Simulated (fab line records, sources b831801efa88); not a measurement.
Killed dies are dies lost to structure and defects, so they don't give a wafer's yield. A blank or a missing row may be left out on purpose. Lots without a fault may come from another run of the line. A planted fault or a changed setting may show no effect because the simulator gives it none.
Split-lot experiment | flow gf180mcu | 5 lots, 23 wafers read, on a route of 602 steps

THE SPLIT
At GF_LVPWELL_STRIP_10 (strips in O2/N2), the setting pressure_mtorr was moved away from the recipe's 1500 mTorr on 15 of the 23 wafers read, by -10.9% to +15.0%. The other wafers ran this setting at the recipe's value.

The reading is taken at the split's own step.

THE READING
oes_product_au, in a.u., at GF_LVPWELL_STRIP_10 (strips in O2/N2). Fault-free wafers of this fab line usually give 0.722 a.u., standard deviation 0.004 a.u..

wafer  | tool, chamber at the split | pressure_mtorr as run, mTorr | against the recipe | oes_product_au, a.u. | against lot-mates on the recipe
L075.1 | plasma_asher-01, 1         | 1337                         | -10.9%             | 0.705                | no lot-mate on the recipe
L075.2 | plasma_asher-01, 0         | 1337                         | -10.9%             | 0.708                | no lot-mate on the recipe
L075.3 | plasma_asher-01, 0         | 1337                         | -10.9%             | 0.703                | no lot-mate on the recipe
L075.4 | plasma_asher-01, 1         | 1337                         | -10.9%             | 0.710                | no lot-mate on the recipe
L075.5 | plasma_asher-01, 0         | 1337                         | -10.9%             | 0.705                | no lot-mate on the recipe
L076.2 | plasma_asher-01, 1         | 1725                         | +15.0%             | 0.731                | no lot-mate on the recipe
L076.3 | plasma_asher-01, 0         | 1725                         | +15.0%             | 0.734                | no lot-mate on the recipe
L076.4 | plasma_asher-01, 1         | 1725                         | +15.0%             | 0.741                | no lot-mate on the recipe
L076.5 | plasma_asher-01, 0         | 1725                         | +15.0%             | 0.735                | no lot-mate on the recipe
L076.6 | plasma_asher-01, 1         | 1725                         | +15.0%             | 0.743                | no lot-mate on the recipe
L083.1 | plasma_asher-02, 0         | 1500                         | recipe             | 0.727                | -
L083.2 | plasma_asher-02, 1         | 1500                         | recipe             | 0.726                | -
L083.3 | plasma_asher-02, 0         | 1500                         | recipe             | 0.725                | -
L083.4 | plasma_asher-02, 1         | 1500                         | recipe             | 0.718                | -
L083.6 | plasma_asher-02, 1         | 1500                         | recipe             | 0.726                | -
L082.1 | plasma_asher-04, 0         | 1660                         | +10.7%             | 0.727                | no lot-mate on the recipe
L082.2 | plasma_asher-04, 1         | 1660                         | +10.7%             | 0.725                | no lot-mate on the recipe
L082.4 | plasma_asher-04, 0         | 1660                         | +10.7%             | 0.730                | no lot-mate on the recipe
L082.5 | plasma_asher-04, 0         | 1660                         | +10.7%             | 0.734                | no lot-mate on the recipe
L082.6 | plasma_asher-04, 1         | 1660                         | +10.7%             | 0.736                | no lot-mate on the recipe
L084.2 | plasma_asher-02, 1         | 1500                         | recipe             | 0.728                | -
L084.3 | plasma_asher-02, 0         | 1500                         | recipe             | 0.726                | -
L084.5 | plasma_asher-02, 0         | 1500                         | recipe             | 0.723                | -

THE FIT
A straight line over all 23 wafers: oes_product_au changes by +0.00109 a.u. for each +1% of pressure_mtorr; r = +0.91; the points scatter about the line by 0.0048 a.u..
Too few moved wafers have a lot-mate on the recipe to fit a line with each lot's own level taken away.
Tool readings at the split's step, against how far the setting was moved: oes_product_au r = +0.91; strip_time_to_endpoint_s r = -0.97.

THE WHOLE CHAIN: every reading that the file lists as answering this split, in the file's order
step                | what it does    | reading                  | change (the file's fit)                   | r (the file's)
GF_LVPWELL_STRIP_10 | strips in O2/N2 | oes_product_au           | +0.00108 a.u. for each +1% of the setting | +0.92
GF_LVPWELL_STRIP_10 | strips in O2/N2 | strip_time_to_endpoint_s | withheld for each +1% of the setting      | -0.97

THE FILE'S OWN FIT
oes_product_au changes by +0.00108 a.u. for each +1% of pressure_mtorr, r = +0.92.
